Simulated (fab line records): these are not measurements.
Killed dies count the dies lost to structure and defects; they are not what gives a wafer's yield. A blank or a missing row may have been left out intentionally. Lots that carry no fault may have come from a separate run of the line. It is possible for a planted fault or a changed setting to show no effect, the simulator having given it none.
Shared-tool check -- flow gf180mcu -- 11 lots and 39 wafers in the sample

WHAT PROMPTED THE OPENING
At GF_V4_OVL_MEAS_15 the reading V4_OVL is flagged on 2 of 11 lots. Wafers without a fault read 0 nm, standard deviation 5.7.
Rule: a lot gets a flag if all its wafers with a number sit over 4 standard deviations from that mean, or if no wafer of it has a number. As for the other lots, they are considered sound.

lot,measured,on,"V4_OVL (nm), wafer by wafer",flag
L177,day 24 13:05,overlay-02,4 -5 -2,
L179,day 25 11:28,overlay-01,10 9 1,
L180,day 25 16:36,overlay-01,-2 -1 1,
L181,day 26 07:30,overlay-01,2 8 4,
L184,day 26 20:57,overlay-02,-3 -2 -2,
L185,day 27 07:59,overlay-02,9 7 7,
L190,day 28 16:02,overlay-02,-6 0 -3,
L192,day 29 02:38,overlay-02,31 35 29 27 33 27,FLAGGED
L193,day 29 12:23,overlay-02,40 48 37 37 43 35,FLAGGED
L198,day 30 21:18,overlay-01,9 10 7,
L199,day 31 01:43,overlay-02,-6 -7 -5,
Average over the flagged lots: 35 nm; offset from the usual +35 nm, equal to +6 standard deviations.

WHICH TOOL RAN EACH LOT
The record holds 2 process steps before the reading, out of a route of 602 steps. Cell contents, in order: the tool; ch with the chambers the sampled wafers went through; the start.
lot,flag,GF_M4_STRIP_17,GF_V4_EXPOSE_11
L177,,"plasma-asher-01 ch 0,1, day 23 13:38","krf-scanner-01 ch 0, day 24 01:35"
L179,,"plasma-asher-02 ch 0,1, day 24 12:29","krf-scanner-02 ch 0, day 25 00:10"
L180,,"plasma-asher-01 ch 0, day 24 18:07","krf-scanner-02 ch 0, day 25 05:58"
L181,,"plasma-asher-02 ch 0,1, day 25 08:43","krf-scanner-02 ch 0, day 25 20:21"
L184,,"plasma-asher-04 ch 0,1, day 25 22:43","krf-scanner-02 ch 0, day 26 11:03"
L185,,"plasma-asher-02 ch 0,1, day 26 10:14","krf-scanner-01 ch 0, day 26 21:39"
L190,,"plasma-asher-04 ch 0,1, day 27 18:31","krf-scanner-01 ch 0, day 28 06:24"
L192,FLAGGED,"plasma-asher-01 ch 0,1, day 28 06:29","krf-scanner-02 ch 0, day 28 16:59"
L193,FLAGGED,"plasma-asher-01 ch 0,1, day 28 16:45","krf-scanner-02 ch 0, day 29 03:29"
L198,,"plasma-asher-02 ch 0,1, day 30 01:28","krf-scanner-01 ch 0, day 30 11:45"
L199,,"plasma-asher-02 ch 0,1, day 30 06:35","krf-scanner-01 ch 0, day 30 16:56"
What these steps do:
- GF_M4_STRIP_17: strips in O2/N2.
- GF_V4_EXPOSE_11: exposes mask Via4, target cd 260 nm.
- GF_V4_OVL_MEAS_15

FLAGGED OVER TOTAL, TOOL BY TOOL (the gauges that took the reading come last)
step,tool,lots run,flagged,share of the flagged lots,sound lots run after its first flagged lot
GF_M4_STRIP_17,plasma-asher-01,4,2,all,0
GF_M4_STRIP_17,plasma-asher-02,5,0,none,-
GF_M4_STRIP_17,plasma-asher-04,2,0,none,-
GF_V4_EXPOSE_11,krf-scanner-01,5,0,none,-
GF_V4_EXPOSE_11,krf-scanner-02,6,2,all,0
GF_V4_OVL_MEAS_15,overlay-01,4,0,none,-
GF_V4_OVL_MEAS_15,overlay-02,7,2,all,1 (L199)

WHAT THE TABLE ALLOWS
In the table, 3 rows ran each flagged lot (plasma-asher-01 at GF_M4_STRIP_17; krf-scanner-02 at GF_V4_EXPOSE_11; overlay-02 at GF_V4_OVL_MEAS_15).
- plasma-asher-01 at GF_M4_STRIP_17 ran 4 lots, 2 of them flagged. Its last sound lot is L180 (day 24 18:07), its first flagged lot L192 (day 28 06:29): a fault that began between those two fits.
- krf-scanner-02 at GF_V4_EXPOSE_11 ran 6 lots, 2 of them flagged. Its last sound lot is L184 (day 26 11:03), its first flagged lot L192 (day 28 16:59): a fault that began between those two fits.
- overlay-02 at GF_V4_OVL_MEAS_15 ran 7 lots, 2 of them flagged. Sound lots followed the first flagged one (L199) on it, something a lasting fault affecting the whole tool could not allow.
These 2 tools cannot be told apart by counting lots, since each of them fits a fault that started at some hour. More lots, or a look at what each step does to the wafer, might.

WHAT THE SIMULATOR HAD INSERTED
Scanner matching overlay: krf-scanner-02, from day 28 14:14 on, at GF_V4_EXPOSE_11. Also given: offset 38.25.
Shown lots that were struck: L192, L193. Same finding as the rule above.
